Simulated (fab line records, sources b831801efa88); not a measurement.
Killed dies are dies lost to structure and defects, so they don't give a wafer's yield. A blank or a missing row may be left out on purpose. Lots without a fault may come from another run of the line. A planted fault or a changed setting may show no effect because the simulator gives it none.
A struck lot beside a sound one | flow sky130 | 22 steps out of a route of 708
Sound: wafers L550.2, L550.4, L550.6. Struck: wafers L539.1, L539.2, L539.6. The cause comes at the end.
At each step with rows: each side's tool, then ch and its chambers, then its first start. Under that, the readings that differ: sound wafers | struck wafers | difference of the means | sigmas: that difference in standard deviations of wafers without a fault.
alike: readings whose means differ by less than 2 such deviations, and words and numbers that are the same on both sides. not compared: withheld readings, readings that some wafer has no value for, bounds like >300 that may hide the same value, and numbers for which the record gives no deviation and whose values overlap.
The two part at a step that has a row with sigmas, a row that says differs or no value, or rows on one side only. Numbers that don't overlap but have no deviation are shown without sigmas and don't part them. A reading that every wafer of one side lacks parts them only if that side has two wafers or more.

SKY_LOCAL_INTERCONNECT_STRIP_15: strips in O2/N2.
  sound on plasma_asher-04 ch 0,1, day 37 12:02; struck on plasma_asher-04 ch 0,1, day 33 21:58
  alike: drypump_motor_current_A, n2_flow_sccm, oes_product_au, strip_time_to_endpoint_s
  not compared: rf_hours_counter_h
then, 3 steps without rows for these wafers: SKY_LOCAL_INTERCONNECT_STRIP_16 (strips in post etch residue remover, time 1200 s); SKY_LOCAL_INTERCONNECT_CLEAN_17 (cleans in IPA, time 180 s); SKY_LOCAL_INTERCONNECT_CLEAN_18 (cleans in O3/DIW).
SKY_CONTACT_CVD_00: deposits Si3N4, target thk 75 nm.
  sound on pecvd-04 ch 0,1, day 37 12:40; struck on pecvd-02 ch 1,2, day 33 22:35
  alike: heater_power_w
SKY_CONTACT_THK_MEAS_01:
  sound on film_metro-01, day 37 12:43; struck on film_metro-03, day 33 22:38
  alike: CONTACT_CVD_00_THK
then, 1 step without rows for these wafers: SKY_CONTACT_HDPCVD_02 (deposits SiO2, target thk 565 nm, time 94.2 s).
SKY_CONTACT_THK_MEAS_03:
  sound on film_metro-01, day 37 12:50; struck on film_metro-03, day 33 22:46
  alike: CONTACT_HDPCVD_THK
SKY_CONTACT_CMP_04: polishes SiO2.
  sound on cmp-01 ch 0,1,3, day 37 12:53; struck on cmp-02 ch 0,2,3, day 33 22:49
  alike: motor_current_A, slurry_flow_ml_min, time_to_endpoint_s
SKY_CONTACT_BOW_MEAS_05:
  sound on film_metro-04, day 37 13:13; struck on film_metro-01, day 33 23:07
  alike: CONTACT_BOW
then, 2 steps without rows for these wafers: SKY_CONTACT_DEHYDRATE_06 (time 60 s); SKY_CONTACT_HMDS_07 (prime time 60 s).
SKY_CONTACT_COAT_08: resist thk 60 nm.
  sound on litho_track-03 ch 0, day 38 01:59; struck on litho_track-01 ch 0, day 34 11:49
  reading              | sound                | struck               | difference | sigmas
  spin_speed_rpm (rpm) | 2998.8 2999.1 2997.7 | 2720.6 2720.3 2720.2 | -278.2     | -99 or more
then, 5 steps without rows for these wafers: SKY_CONTACT_COAT_09 (resist thk 450 nm); SKY_CONTACT_SOFTBAKE_10 (time 90 s); SKY_CONTACT_EXPOSE_11 (exposes mask CTM1, target cd 170 nm); SKY_CONTACT_PEB_12; SKY_CONTACT_DEVELOP_13 (develop time 60 s).
SKY_CONTACT_CD_MEAS_14: target cd 170 nm.
  sound on cd_sem-01, day 38 14:22; struck on cd_sem-01, day 35 01:58
  alike: cd_nm
SKY_CONTACT_OVL_MEAS_15:
  sound on overlay-01, day 38 14:29; struck on overlay-02, day 35 02:05
  alike: CONTACT_OVL
SKY_CONTACT_ETCH_16: etches BARC in N2/H2, stops on SiO2, time 45.9 s, target depth 60 nm.
  sound on rie_diel-03 ch 2,3, day 38 14:31; struck on rie_diel-03 ch 0,2,3, day 35 02:08
  reading                  | sound             | struck            | difference | sigmas
  oes_product_au (a.u.)    | 0.856 0.864 0.846 | 0.880 0.875 0.882 | +0.024     | +5
  model.etch.depth_nm (nm) | 60.38 60.38 60.13 | 63.06 63.02 63.06 | +2.75      |
  alike: drypump_motor_current_A, h2_flow_sccm, n2_flow_sccm, throttle_valve_pct
  not compared: rf_hours_counter_h
SKY_CONTACT_ETCH_17: etches SiO2 in C4F8/O2/Ar, stops on Si3N4, target depth 340 nm.
  sound on rie_diel-03 ch 2,3, day 38 14:33; struck on rie_diel-03 ch 0,2,3, day 35 02:10
  alike: oes_product_au

WHERE THEY PART
First at SKY_CONTACT_COAT_08; last, within this record, at SKY_CONTACT_ETCH_16. Later steps at which nothing parts them and some readings are alike: SKY_CONTACT_ETCH_17.

WHY: what the simulator had put in
Process parameter drift: litho_track-01, from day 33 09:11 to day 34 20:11, at SKY_CONTACT_COAT_08. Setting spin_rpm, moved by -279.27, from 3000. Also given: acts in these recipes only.
